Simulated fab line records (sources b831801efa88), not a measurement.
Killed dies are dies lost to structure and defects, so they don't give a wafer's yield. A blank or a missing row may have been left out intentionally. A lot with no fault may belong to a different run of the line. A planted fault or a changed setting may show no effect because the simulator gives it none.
Problem report in the 8D (eight disciplines) form, filled by code	flow gf180mcu	the parts of the form that need people (team, actions taken, sign-off) are left out

== 1. THE ISSUE ==
At GF_M3_SOFTBAKE_10, run-length-s averages 91.58 s over 5 wafers from 3 lots, while fault-free wafers read 89.23 s, standard deviation 0.16. That is +15 standard deviations from the usual mean.
The step: time 60 s.
The first sign was on wafer L659.4 at day 23 23:52, on litho-track-02. Wafers with a number at this step in the record: 42, from 14 lots. Rule for "out" (also "out of limits"): further than 4 standard deviations from the usual mean. Any other wafer with a number is counted as sound.

== 2. WHAT IT IS AND WHAT IT IS NOT ==
question	is	is not
which readings at this step	run-length-s	-
which lots	L659, L661, L662	L652, L664, L665, L666, L667, L669, L670, L671, L672, L673, L674
which wafers of those lots	L659.4, L659.5, L659.6, L661.4, L662.6	L661.2, L661.3, L662.2, L662.3
read on which tools	litho-track-02	litho-track-01, litho-track-04
when	from day 23 23:52	up to then (3 sound wafers); but 34 sound wafers of L661, L662, L664, L665, L666, L667, L669, L670, L671, L672, L673, L674 came after

== 3. WHAT RULES OUT EACH SUSPECT ==
Counting: a tool at a process step up to the reading stays a suspect if it ran every lot that is out. Sound lots after the first of them don't rule it out here, since some wafers of a struck lot are sound.
- pvd-sputter-01 at GF_M3_SPUTTER_00 (material Ti, target thk 37.5 nm, time 150 s): kept. It ran every lot that is out, first L659 (day 23 12:14).
- pvd-sputter-01 at GF_M3_SPUTTER_02 (material AlCu, target thk 450 nm, time 23.9 s): kept. It ran every lot that is out, first L659 (day 23 12:22).
- litho-track-02 at GF_M3_SOFTBAKE_10 (time 60 s): kept. It ran every lot that is out, first L659 (day 23 23:52). Out on those wafers are its own readings of run-length-s.
pvd-sputter-01 at GF_M3_SPUTTER_00, pvd-sputter-01 at GF_M3_SPUTTER_02 and litho-track-02 at GF_M3_SOFTBAKE_10 are what is left after counting.

== 4. THE CAUSE (what the simulator had put in) ==
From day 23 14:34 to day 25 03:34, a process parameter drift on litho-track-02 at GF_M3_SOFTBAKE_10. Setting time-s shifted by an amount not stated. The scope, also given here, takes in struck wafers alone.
3 suspects survive the count, and this tool is in that group.

== 5. SEQUENCE OF EFFECTS, ordered by route ==
Each row: a reading where the mean over the struck wafers with a number is more than 3 standard deviations away from the usual. Only readings for which the record gives a usual standard deviation are gone through. hours: the time from each lot's start at the first step in this table that gives one to its start at this step, as a median over the lots. sigmas: the change in usual standard deviations.
hours	step	reading	usual	on struck wafers	change	sigmas
0	GF_M3_SOFTBAKE_10	run-length-s	89.23 s	91.58	+2.35	+15
Here are the process steps it includes:
- GF_M3_SOFTBAKE_10: time 60 s.
Later steps that measure or inspect, where all struck wafers having a row at the step show a number for every such reading and not one has moved that far: GF_M3_OVL_MEAS_15.

== 6. WHAT WOULD HAVE CAUGHT IT SOONER ==
First out-of-limits reading in this record: day 23 23:52, which is 9 hours after fault onset at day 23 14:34.
